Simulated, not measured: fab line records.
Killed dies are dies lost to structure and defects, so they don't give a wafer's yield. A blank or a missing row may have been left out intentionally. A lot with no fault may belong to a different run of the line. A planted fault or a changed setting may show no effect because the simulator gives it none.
The tool behind it: which one?	flow sky130	14 lots with 42 wafers sampled at 4 steps, on a route of 708 steps

== WHAT THE GAUGES SHOWED, per wafer ==
No reading from a measuring or inspecting step in the record can be judged against a usual standard deviation.

== WHAT TOOL EACH LOT RAN ON (gives the tool, then ch and the chambers of the sampled wafers, and finally the start) ==
lot	SKY_PWDE_EXPOSE_04	SKY_CONTACT_STRIP_19	SKY_METAL1_SPUTTER_01	SKY_METAL1_STRIP_20
L461	iline stepper-01 ch 0, day 3 13:02	plasma asher-01 ch 0,1, day 31 10:34	pvd sputter-01, day 31 11:50	plasma asher-03 ch 0,1, day 32 15:50
L462	iline stepper-02 ch 0, day 3 21:01	plasma asher-02 ch 0,1, day 32 03:10	pvd sputter-02, day 32 04:25	plasma asher-03 ch 0,1, day 33 07:55
L464	iline stepper-02, day 4 05:04	plasma asher-01 ch 0,1, day 33 11:13	pvd sputter-02, day 33 12:31	plasma asher-04 ch 0,1, day 34 15:49
L465	iline stepper-01, day 4 10:03	plasma asher-03 ch 0,1, day 33 11:35	pvd sputter-04, day 33 12:55	plasma asher-03 ch 0,1, day 34 16:17
L466	iline stepper-01 ch 0, day 4 17:31	plasma asher-03 ch 0,1, day 33 08:46	pvd sputter-02, day 33 10:05	plasma asher-04 ch 0,1, day 34 13:48
L471	iline stepper-01 ch 0, day 5 20:29	plasma asher-03 ch 0,1, day 34 23:16	pvd sputter-01, day 35 00:32	plasma asher-03 ch 0,1, day 36 03:30
L474	iline stepper-02 ch 0, day 6 11:57	plasma asher-03 ch 0,1, day 35 22:22	pvd sputter-01, day 35 23:38	plasma asher-04 ch 0,1, day 37 02:22
L475	iline stepper-02 ch 0, day 6 17:46	plasma asher-02 ch 1, day 36 01:40	pvd sputter-02, day 36 02:56	plasma asher-04 ch 0,1, day 37 05:24
L478	iline stepper-02 ch 0, day 7 11:59	plasma asher-03 ch 0,1, day 37 05:46	pvd sputter-01, day 37 07:02	plasma asher-01 ch 0,1, day 38 10:13
L479	iline stepper-02 ch 0, day 7 15:25	plasma asher-01 ch 0,1, day 37 04:43	pvd sputter-02, day 37 06:01	plasma asher-04 ch 0,1, day 38 08:40
L480	iline stepper-02 ch 0, day 7 18:39	plasma asher-03 ch 1, day 37 09:52	pvd sputter-04, day 37 11:10	plasma asher-01 ch 0,1, day 38 13:52
L481	iline stepper-02 ch 0, day 8 07:18	plasma asher-01 ch 0,1, day 38 03:55	pvd sputter-04, day 38 05:11	plasma asher-04 ch 0,1, day 39 07:12
L482	iline stepper-01 ch 0, day 8 13:31	plasma asher-02 ch 0,1, day 38 14:07	pvd sputter-01, day 38 15:23	plasma asher-01 ch 0,1, day 39 16:49
L483	iline stepper-02 ch 0, day 8 18:33	plasma asher-03 ch 0,1, day 38 18:49	pvd sputter-02, day 38 20:06	plasma asher-03 ch 0,1, day 39 21:01
- SKY_PWDE_EXPOSE_04: exposes mask PWDEM, target cd 840 nm.
- SKY_CONTACT_STRIP_19: strips in O2/N2.
- SKY_METAL1_SPUTTER_01: material TiN, target thk 20 nm, time 16.7 s.
- SKY_METAL1_STRIP_20: strips in O2/N2.

== AS READ BY THE TOOLS THEMSELVES (means over the sampled wafers that have a number; for cases with no such wafer, the mark the record gives instead) ==
SKY_PWDE_EXPOSE_04.
lot	tool	exposure dose mJ cm2	focus offset nm (nm)
L461	iline stepper-01	214.06	0.4
L462	iline stepper-02	214.18	-0.4
L464	iline stepper-02	-	-
L465	iline stepper-01	-	-
L466	iline stepper-01	213.89	0.1
L471	iline stepper-01	214.06	-0.2
L474	iline stepper-02	214.00	-0.3
L475	iline stepper-02	214.22	-0.1
L478	iline stepper-02	213.89	-0.6
L479	iline stepper-02	213.97	0.0
L480	iline stepper-02	214.23	-0.3
L481	iline stepper-02	214.04	-0.7
L482	iline stepper-01	213.93	-0.5
L483	iline stepper-02	214.06	0.2

SKY_CONTACT_STRIP_19.
lot	tool	chamber pressure mTorr (mTorr)	drypump motor current A (A)	oes product au (a.u.)	strip time to endpoint s (s)
L461	plasma asher-01	1500.4	5.0	0.385	3.580
L462	plasma asher-02	1498.4	5.8	0.378	3.582
L464	plasma asher-01	1499.4	5.1	0.379	3.614
L465	plasma asher-03	1499.8	5.4	0.371	3.584
L466	plasma asher-03	1499.9	5.4	0.378	3.621
L471	plasma asher-03	1500.2	5.4	0.384	3.623
L474	plasma asher-03	1500.3	5.4	0.380	3.613
L475	plasma asher-02	1499.9	5.6	0.379	3.615
L478	plasma asher-03	1500.1	5.4	0.379	3.621
L479	plasma asher-01	1500.2	5.1	0.380	3.606
L480	plasma asher-03	1499.0	5.3	0.375	3.618
L481	plasma asher-01	1499.7	5.0	0.377	3.615
L482	plasma asher-02	1500.0	5.8	0.378	3.639
L483	plasma asher-03	1499.4	5.5	0.379	3.594

SKY_METAL1_SPUTTER_01.
lot	tool	chamber pressure pa (Pa)	throttle valve pct (%)
L461	pvd sputter-01	0.3999	29.2
L462	pvd sputter-02	0.3992	31.0
L464	pvd sputter-02	0.3999	30.5
L465	pvd sputter-04	0.4002	29.6
L466	pvd sputter-02	0.4005	31.4
L471	pvd sputter-01	0.3994	30.1
L474	pvd sputter-01	0.3995	30.8
L475	pvd sputter-02	0.3990	31.7
L478	pvd sputter-01	0.3998	30.7
L479	pvd sputter-02	0.4000	30.9
L480	pvd sputter-04	0.4001	29.1
L481	pvd sputter-04	0.3999	29.1
L482	pvd sputter-01	0.4009	29.7
L483	pvd sputter-02	0.4003	31.0

SKY_METAL1_STRIP_20.
lot	tool	chamber pressure mTorr (mTorr)	drypump motor current A (A)	oes product au (a.u.)	strip time to endpoint s (s)
L461	plasma asher-03	1500.1	5.4	0.345	2.711
L462	plasma asher-03	1500.8	5.4	0.337	2.639
L464	plasma asher-04	1499.6	5.5	0.342	2.688
L465	plasma asher-03	1501.3	5.4	0.343	2.668
L466	plasma asher-04	1500.8	5.5	0.341	2.694
L471	plasma asher-03	1499.4	5.4	0.343	2.680
L474	plasma asher-04	1499.5	5.1	0.342	2.681
L475	plasma asher-04	1500.7	5.1	0.338	2.695
L478	plasma asher-01	1500.4	5.0	0.342	2.682
L479	plasma asher-04	1498.6	5.5	0.342	2.681
L480	plasma asher-01	1499.5	5.1	0.343	2.729
L481	plasma asher-04	1500.5	5.1	0.341	2.669
L482	plasma asher-01	1499.7	5.0	0.342	2.695
L483	plasma asher-03	1501.4	5.5	0.343	2.710

== THE ANSWER, worked out from the rows above alone ==
Rule: the lots themselves supply what counts as usual. Put in order of their means at a reading, lots are off if they are a third of the lots or fewer, leave a main group of 4 or more, and stand apart from it by a gap of 3 or more times the standard deviation of the main group's means; of several such gaps the widest counts. The tables above print the reading to a certain number of digits; a main group whose means all agree to those digits is not used. A lot without any number at a reading at which 4 lots or more have one is off too. The other lots that the step has rows for count as sound. The gauges are gone through in route order, then the tools' own readings, and for those a lot's mean is taken as printed above. At the first step where some lot is off, the reading lying furthest off is the one used; lots without a number count as furthest.
Off: L464, L465 (SKY_PWDE_EXPOSE_04, exposure dose mJ cm2). Without a number there: L464, L465. For the main group the mean is 214.04 and the standard deviation 0.11.
If a tool, at that step or one of the process steps before it, ran each lot that is off and ran no sound lot following the first of them, it fits. Of those tried, none fits.

== WHAT HAD BEEN PUT IN BY THE SIMULATOR ==
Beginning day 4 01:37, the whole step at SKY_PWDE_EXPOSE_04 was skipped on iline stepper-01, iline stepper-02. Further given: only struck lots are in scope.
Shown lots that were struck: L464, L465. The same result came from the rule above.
